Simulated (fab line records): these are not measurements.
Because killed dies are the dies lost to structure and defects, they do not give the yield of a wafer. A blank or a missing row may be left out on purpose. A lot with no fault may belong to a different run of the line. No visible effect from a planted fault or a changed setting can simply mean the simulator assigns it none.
A struck lot beside a sound one || flow gf180mcu || 17 out of 602 route steps
Sound: these wafers, L562.1, L562.5, L562.6. Struck: wafers L567.5, L567.6 (left out: L567.4, a lot-mate that was not struck); the cause follows at the end.
Order at every step that has rows: each side's tool, ch and its chambers, its first start. Under that, the readings that differ: sound wafers || struck wafers || difference of the means || sigmas: that difference in standard deviations of wafers without a fault.
alike: a reading whose means differ by less than 2 such deviations, as well as words and numbers matching on both sides. not compared: withheld readings; readings where some wafer has no value; bounds like >300 that might hide an equal value; numbers whose values overlap and for which the record gives no deviation.
A row with sigmas, a row that says differs or no value, or rows on one side alone: a step with any of these is where the two part. Non-overlapping numbers with no deviation appear without sigmas and do not part them. A reading missing from all wafers of one side parts the sides only when that side holds two or more wafers.

first, 4 steps without rows for these wafers: GF_M3_SOFTBAKE_10 (time 60 s); GF_M3_EXPOSE_11 (exposes mask Metal3, target cd 280 nm); GF_M3_PEB_12 (peb time 90 s); GF_M3_DEVELOP_13 (develop time 60 s).
GF_M3_CD_MEAS_14 targets a cd of 280 nm.
  sound on cd_sem-01, day 22 15:47; struck on cd_sem-02, day 24 16:21
  alike: cd_nm
GF_M3_OVL_MEAS_15:
  sound on overlay-02, day 22 15:55; struck on overlay-01, day 24 16:26
  alike: M3_OVL
GF_M3_METAL_ETCH_16: etches the open film in Cl2/BCl3, stops on SiO2, target depth 750.8 nm, time 125.1 s.
  sound on rie_metal-04 ch 0,1, day 22 15:57; struck on rie_metal-02 ch 0,1, day 24 16:29
  alike: drypump_motor_current_A, oes_product_au, rf_fwd_power_W, throttle_valve_pct
  not compared: rf_hours_counter_h
GF_M3_STRIP_17: strips in O2/N2.
  sound on plasma_asher-02 ch 0,1, day 22 16:04; struck on plasma_asher-03 ch 0,1, day 24 16:37
  alike: drypump_motor_current_A, heater_power_w, oes_product_au, strip_time_to_endpoint_s
  not compared: rf_hours_counter_h
then, 3 steps without rows for these wafers: GF_M3_STRIP_18 (strips in post etch residue remover, time 1200 s); GF_M3_CLEAN_19 (cleans in DIW); GF_V3_CVD_00 (deposits SiO2, target thk 600 nm, time 100 s).
GF_V3_THK_MEAS_01:
  sound on film_metro-01, day 22 16:43; struck on film_metro-03, day 24 17:13
  alike: V3_CVD_00_THK
GF_V3_CVD_02: deposits SiO2 from TEOS, target thk 850 nm, time 94.851 s.
  sound on pecvd-01 ch 0,1, day 22 16:46; struck on pecvd-04 ch 0,1, day 24 17:17
{"reading": "model.SiO2_of_V3_CVD_02.thk_nm (nm)", "sound": "831.8 844.9 846.9", "struck": "1162 1162", "difference": "+321", "sigmas": ""}
  alike: heater_power_w, rf_fwd_power_W
GF_V3_THK_MEAS_03:
  sound on film_metro-03, day 22 16:50; struck on film_metro-02, day 24 17:20
{"reading": "V3_CVD_02_THK (nm)", "sound": "832 844 846", "struck": "1163 1161", "difference": "+321", "sigmas": "+33"}
GF_V3_CMP_04: polishes SiO2.
  sound on cmp-02 ch 0,1,2, day 22 17:03; struck on cmp-01 ch 1,2, day 24 17:28
{"reading": "time_to_endpoint_s (s)", "sound": "77 80 77", "struck": "194 206", "difference": "+122", "sigmas": "+27"}
  alike: motor_current_A, retaining_ring_pressure_frac
GF_V3_BOW_MEAS_05:
  sound on film_metro-03, day 22 17:12; struck on film_metro-02, day 24 17:44
  alike: V3_BOW
following that, these wafers have no rows for 1 step: GF_PASSIVATION_PROBE_99.

WHERE THEY PART
Last at GF_V3_CMP_04 as far as this record goes, first at GF_V3_THK_MEAS_03. Later steps at which nothing parts them and some readings are alike: GF_V3_BOW_MEAS_05.

WHY: the cause the simulator had injected
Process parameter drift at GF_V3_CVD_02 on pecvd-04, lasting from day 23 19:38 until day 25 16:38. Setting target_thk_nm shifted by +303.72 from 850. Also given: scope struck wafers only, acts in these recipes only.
